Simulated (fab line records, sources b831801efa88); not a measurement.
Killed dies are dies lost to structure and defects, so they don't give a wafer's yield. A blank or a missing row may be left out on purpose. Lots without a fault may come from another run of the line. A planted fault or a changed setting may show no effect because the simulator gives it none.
Which tool did it? | flow sky130 | 14 lots, 42 wafers sampled, at 2 steps of a route of 708

WHAT THE GAUGES READ, wafer by wafer
SKY_LI_CONTACT_THK_MEAS_01. Usual: LI_CONTACT_HDPCVD_THK 932 nm, standard deviation 9.6.
lot  | measured     | on            | LI_CONTACT_HDPCVD_THK (nm) | flag
L864 | day 27 23:44 | film_metro-03 | 928 939 931                |
L865 | day 28 07:00 | film_metro-03 | 937 931 940                |
L867 | day 29 00:15 | film_metro-02 | 930 936 925                |
L868 | day 29 17:36 | film_metro-03 | 926 934 930                |
L869 | day 30 01:24 | film_metro-02 | 922 928 916                |
L870 | day 30 02:56 | film_metro-04 | 929 923 919                |
L871 | day 30 07:42 | film_metro-02 | 933 938 939                |
L872 | day 30 13:46 | film_metro-03 | 938 934 926                |
L873 | day 31 00:40 | film_metro-02 | 943 929 937                |
L879 | day 32 20:29 | film_metro-03 | 925 938 1360               | OFF
L880 | day 33 06:53 | film_metro-03 | 928 932 1350               | OFF
L882 | day 33 23:14 | film_metro-04 | 943 942 922                |
L886 | day 34 23:47 | film_metro-03 | 936 934 939                |
L887 | day 35 07:56 | film_metro-03 | 954 939 938                |

WHICH TOOL RAN EACH LOT (tool, then ch and the chambers of the sampled wafers, then the start)
lot  | SKY_LI_CONTACT_HDPCVD_00
L864 | hdpcvd-02 ch 0,1,2, day 27 23:38
L865 | hdpcvd-02 ch 0,1, day 28 06:54
L867 | hdpcvd-01 ch 1,2, day 29 00:08
L868 | hdpcvd-01 ch 1,2, day 29 17:30
L869 | hdpcvd-02 ch 0,1,2, day 30 01:16
L870 | hdpcvd-01 ch 0,2, day 30 02:49
L871 | hdpcvd-01 ch 0,1, day 30 07:35
L872 | hdpcvd-02 ch 0,1,2, day 30 13:41
L873 | hdpcvd-01 ch 1,2, day 31 00:33
L879 | hdpcvd-01 ch 0,1,2, day 32 20:23
L880 | hdpcvd-01 ch 0,2, day 33 06:47
L882 | hdpcvd-02 ch 0,1, day 33 23:08
L886 | hdpcvd-02 ch 0,1,2, day 34 23:41
L887 | hdpcvd-02 ch 0,1, day 35 07:50
- SKY_LI_CONTACT_HDPCVD_00: deposits PSG, target thk 930 nm, time 155 s.

WHAT THE TOOLS THEMSELVES READ (means of the sampled wafers that have a number; where no wafer has one, the mark that the record gives instead)
The record holds no such reading with a usual standard deviation.

THE ANSWER, worked out from the rows above alone
Rule: a lot is off if the mean of its wafers that have a number lies more than 3 standard deviations from the usual mean. A lot without any number at a reading at which 4 lots or more have one is off too. The other lots that the step has rows for count as sound. The gauges are gone through in route order, then the tools' own readings, and for those a lot's mean is taken as printed above. The first step at which some lot is off is used, and at that step the reading that is off furthest; a lot without a number counts as furthest.
Off: L879, L880, at SKY_LI_CONTACT_THK_MEAS_01 (LI_CONTACT_HDPCVD_THK).
A tool fits if, at a process step before that reading, it ran every lot that is off, and no sound lot after the first of them. The gauges at SKY_LI_CONTACT_THK_MEAS_01 are tried like those tools. One fits: hdpcvd-01 at SKY_LI_CONTACT_HDPCVD_00. Its last sound lot is L873 (day 31 00:33), its first lot that is off L879 (day 32 20:23): a fault that began between those two fits.

WHAT THE SIMULATOR HAD PUT IN
Process parameter drift: hdpcvd-01, from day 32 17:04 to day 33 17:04, at SKY_LI_CONTACT_HDPCVD_00. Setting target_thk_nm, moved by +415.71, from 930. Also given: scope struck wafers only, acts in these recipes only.
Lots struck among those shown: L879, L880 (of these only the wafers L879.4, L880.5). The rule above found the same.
